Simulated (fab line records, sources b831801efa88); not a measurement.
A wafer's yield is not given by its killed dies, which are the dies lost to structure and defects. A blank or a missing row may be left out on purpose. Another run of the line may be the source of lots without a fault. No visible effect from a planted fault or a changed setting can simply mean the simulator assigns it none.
Struck lot and sound lot, side by side	flow sky130	20 out of 708 route steps
Sound: the wafers L507.3, L507.4, L507.5. Struck: wafer L497.5; the same lot's L497.2 was not struck, so it is left out; see the end for the cause.
For every step that has rows: the tool of each side, followed by ch and its chambers, followed by its first start. Under that, the readings that differ: sound wafers	struck wafers	difference of the means	sigmas: that difference in standard deviations of wafers without a fault.
alike: same words and numbers on both sides, and readings whose means sit less than 2 such deviations apart. not compared: any withheld reading, any reading some wafer has no value for, any bound like >300 that may hide the same value, and any number with overlapping values for which the record gives no deviation.
A row with sigmas, a row that says differs or no value, or rows on one side alone: a step with any of these is where the two part. Numbers that don't overlap but have no deviation are shown without sigmas and don't part them. A reading that every wafer of one side lacks parts them only if that side has two wafers or more.

SKY_SONOS_TUNNEL_TW_MEAS_12:
  sound on film-metro-03, day 15 14:40; struck on film-metro-04, day 12 05:59
reading	sound	struck	difference	sigmas
SONOS_TUNNEL_TW	198.6 198.4 198.5	194.6	-3.9	-2
then, 2 steps without rows for these wafers: SKY_SONOS_TUNNEL_CLEAN_13 (cleans in dHF, time 20 s); SKY_SONOS_ONO_OXIDATION_00 (stabilise 600 s, purge 300 s, target thk 2.6 nm).
SKY_SONOS_ONO_THK_MEAS_01:
  sound on film-metro-04, day 15 20:14; struck on film-metro-02, day 12 07:25
  alike: SONOS_ONO_OXIDATION_THK
then, 1 step without rows for these wafers: SKY_SONOS_ONO_CVD_02 (deposits Si3N4 from DCS/NH3, target thk 10.5 nm, time 180 s).
SKY_SONOS_ONO_THK_MEAS_03:
  sound on film-metro-02, day 15 23:09; struck on film-metro-04, day 12 08:31
  alike: SONOS_ONO_CVD_02_THK
then, 1 step without rows for these wafers: SKY_SONOS_ONO_CVD_04 (deposits SiO2 from SiH4/N2O, target thk 5.7199 nm).
SKY_SONOS_ONO_THK_MEAS_05:
  sound on film-metro-01, day 16 00:28; struck on film-metro-04, day 12 09:50
  alike: SONOS_ONO_CVD_04_THK
then, 4 steps without rows for these wafers: SKY_SONOS_ONO_DEHYDRATE_06 (time 60 s); SKY_SONOS_ONO_HMDS_07 (prime time 60 s); SKY_SONOS_ONO_COAT_08 (resist thk 1140 nm); SKY_SONOS_ONO_SOFTBAKE_09 (time 60 s).
SKY_SONOS_ONO_EXPOSE_10: exposes mask ONOM, target cd 410 nm.
  sound on iline-stepper-02 ch 0, day 16 13:58; struck on iline-stepper-02 ch 0, day 12 22:14
  alike: mask
then, 2 steps without rows for these wafers: SKY_SONOS_ONO_PEB_11; SKY_SONOS_ONO_DEVELOP_12 (develop time 60 s).
SKY_SONOS_ONO_CD_MEAS_13: target cd 410 nm.
  sound on cd-sem-02, day 17 03:13; struck on cd-sem-02, day 13 11:02
reading	sound	struck	difference	sigmas
cd-nm (nm)	408.6 406.3 408.0	273.6	-134.0	-61
SKY_SONOS_ONO_OVL_MEAS_14:
  sound on overlay-02, day 17 03:18; struck on overlay-02, day 13 11:08
  alike: SONOS_ONO_OVL
SKY_SONOS_ONO_ETCH_15: etches the open film in CHF3/O2, target depth 19.52 nm, time 7.8 s.
  sound on rie-diel-02 ch 0,1,2, day 17 03:19; struck on rie-diel-01 ch 3, day 13 11:10
reading	sound	struck	difference	sigmas
model.SONOS_ONO.cd-nm (nm)	408.8 406.6 408	274.1	-133.7	
  alike: drypump-motor-current-A, oes-product-au, throttle-valve-pct
  not compared: rf-hours-counter-h
then, 1 step without rows for these wafers: SKY_SONOS_ONO_WET_ETCH_16 (etches SiO2 in dHF, target depth 14 nm, time 280 s).
-- a jump in the record: the struck wafers' starts before and after are 33 days apart (it breaks off in module SONOS_ONO and resumes in module PAD_OPEN, where the first step shown is number 708 of the route) --
SKY_PAD_OPEN_PROBE_99:
  sound on prober-02, day 49 04:46; struck on prober-02, day 46 10:05
reading	sound	struck	difference	sigmas
killed_at_M0_to_M3	45 50 41	32	-13	-2
killed_at_M4_up	7 8 6	2	-5	-2
killed-at-front-end	14 15 22	424	+407	+99 or more
killed-dies	90 98 96	492	+397	+47
killed-on-rim	19 17 26	96	+75	+19
  alike: killed-at-contacts, killed-at-other, killed-open, killed-short

## WHERE THEY PART
Earliest at SKY_SONOS_TUNNEL_TW_MEAS_12; latest, in this record, at SKY_PAD_OPEN_PROBE_99.

WHY: the cause the simulator had injected
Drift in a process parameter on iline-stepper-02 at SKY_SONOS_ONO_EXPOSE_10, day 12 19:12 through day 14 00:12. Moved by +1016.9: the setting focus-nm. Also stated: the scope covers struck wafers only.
